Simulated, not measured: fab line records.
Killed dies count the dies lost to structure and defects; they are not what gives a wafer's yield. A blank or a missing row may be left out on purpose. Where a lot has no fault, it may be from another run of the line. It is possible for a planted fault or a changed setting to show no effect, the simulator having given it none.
Chamber matching | flow gf180mcu | pecvd-02 running GF_MIM_CVD_05: 3 sister chambers
The step deposits Si3N4, target thk 42 nm, time 29.086 s. 6 wafers are shown with their chamber, then 8 later ones without.

## WAFERS, EACH WITH ITS CHAMBER
wafer  | chamber | heater_power_w (W)
L078.6 | 0       | 609
L081.6 | 2       | 638
L083.2 | 1       | 778
L083.5 | 1       | 792
L083.6 | 2       | 629
L084.1 | 0       | 760

## WAFERS WITH NO CHAMBER GIVEN
wafer  | heater_power_w (W)
L084.4 | 609
L084.5 | 853
L093.2 | 771
L093.3 | 611
L093.5 | 614
L097.3 | 683
L097.4 | 850
L097.6 | 586

## THE CHAMBER EACH PASSED THROUGH
wafer  | from the rows above          | in truth
L084.4 | can't be placed: 2 or 0      | 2
L084.5 | can't be placed: 1 or 0      | 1
L093.2 | can't be placed: 1 or 0 or 2 | 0
L093.3 | can't be placed: 2 or 0      | 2
L093.5 | can't be placed: 2 or 0      | 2
L097.3 | can't be placed: 0 or 2 or 1 | 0
L097.4 | can't be placed: 1 or 0      | 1
L097.6 | can't be placed: 2 or 0      | 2
Correctly placed: 0 of 8. Cannot be placed on the basis of these rows: 8; the candidates contain the true chamber in 8. 0 placed wrongly.
How it was worked out, from the rows above alone: a wafer's distance from a chamber is the root of the sum, over the readings, of the square of ((its reading less the chamber's mean) divided by the reading's scatter). If the next closest chamber is less than 2 further off than the closest, the wafer can't be placed; otherwise it belongs to the closest. Each chamber's mean is taken over the wafers shown for it. The scatter is the square root of a quotient: the sum, over the shown wafers, of each reading's squared deviation from its chamber's mean, divided by wafers minus chambers.
